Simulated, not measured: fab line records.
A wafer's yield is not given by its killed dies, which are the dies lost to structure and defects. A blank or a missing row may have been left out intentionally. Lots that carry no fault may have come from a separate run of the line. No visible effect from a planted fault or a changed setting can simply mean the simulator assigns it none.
Which tool is to blame?    flow sky130    12 lots, 36 wafers sampled, at 2 steps of a route of 708

== WHAT EACH GAUGE READ, for each wafer ==
SKY_METAL1_RS_MEAS_05: the measuring method here is four-point-probe.
lot   measured      on            METAL1_ALCU_RS (ohm/sq)
L180  day 32 08:26  filmMetro-02  0.1262 0.1247 0.1253
L181  day 32 19:13  filmMetro-04  0.1282 0.1270 0.1278
L182  day 32 23:38  filmMetro-03  0.1263 0.1275 0.1273
L183  day 33 02:49  filmMetro-04  0.1288 0.1274 0.1296
L185  day 34 09:31  filmMetro-04  0.1245 0.1261 0.1254
L187  day 34 10:27  filmMetro-04  0.1253 0.1248 0.1231
L188  day 34 11:18  filmMetro-02  0.1256 0.1240 0.1236
L189  day 34 16:32  filmMetro-03  0.1261 0.1270 0.1247
L190  day 35 23:06  filmMetro-04  0.1265 0.1247 0.1260
L192  day 36 00:52  filmMetro-02  0.1274 0.1265 0.1263
L199  day 37 22:09  filmMetro-04  0.1240 0.1234 0.1252
L202  day 38 09:03  filmMetro-04  0.1274 0.1256 0.1263

SKY_METAL2_THK_MEAS_06: measures by xrf.
lot   measured      on            METAL2_ALCU_THK (nm)
L180  day 34 17:01  filmMetro-03  256.1 258.5 255.4
L181  day 35 03:47  filmMetro-04  255.8 250.5 252.2
L182  day 35 09:04  filmMetro-04  247.8 248.6 252.5
L183  day 35 11:17  filmMetro-03  249.5 251.6 248.1
L185  day 36 18:19  filmMetro-01  251.4 251.3 244.7
L187  day 36 19:25  filmMetro-04  255.4 250.8 252.2
L188  day 36 20:07  filmMetro-04  248.8 251.8 251.2
L189  day 36 23:56  filmMetro-04  252.5 251.6 254.5
L190  day 38 05:34  filmMetro-03  246.3 252.7 250.7
L192  day 38 07:01  filmMetro-04  252.8 257.1 254.2
L199  day 40 03:25  filmMetro-01  251.3 253.8 247.8
L202  day 40 14:40  filmMetro-01  251.8 256.5 256.4

== WHAT TOOL EACH LOT RAN ON (gives the tool, then ch and the chambers of the sampled wafers, and finally the start) ==
The record shows no process step preceding these readings.

== AS READ BY THE TOOLS THEMSELVES (means over the sampled wafers that have a number; for cases with no such wafer, the mark the record gives instead) ==
The record holds no such reading with a usual standard deviation.

== THE ANSWER, worked out from the rows above alone ==
Rule: the usual values come from the lots themselves. The widest of any qualifying gaps counts: lots, ordered by their means at a reading, are off when they make up no more than a third of the lots, leave a main group of 4 or more, and stand apart from it by 3 or more times the standard deviation of that group's means. A main group whose means are all the same, to the digits that the tables above print for the reading, isn't used. Also off: a lot with no number at a reading for which 4 or more lots have one. Where the step has rows for the other lots, those lots are counted as sound. Order of review: gauges by route order, followed by the tools' own readings, for which a lot's mean as printed above is used. At the first step where some lot is off, the reading lying furthest off is the one used; lots without a number count as furthest.
Across all readings shown, no lot is off: no conclusion can be drawn from this.

== WHAT THE SIMULATOR HAD INSERTED ==
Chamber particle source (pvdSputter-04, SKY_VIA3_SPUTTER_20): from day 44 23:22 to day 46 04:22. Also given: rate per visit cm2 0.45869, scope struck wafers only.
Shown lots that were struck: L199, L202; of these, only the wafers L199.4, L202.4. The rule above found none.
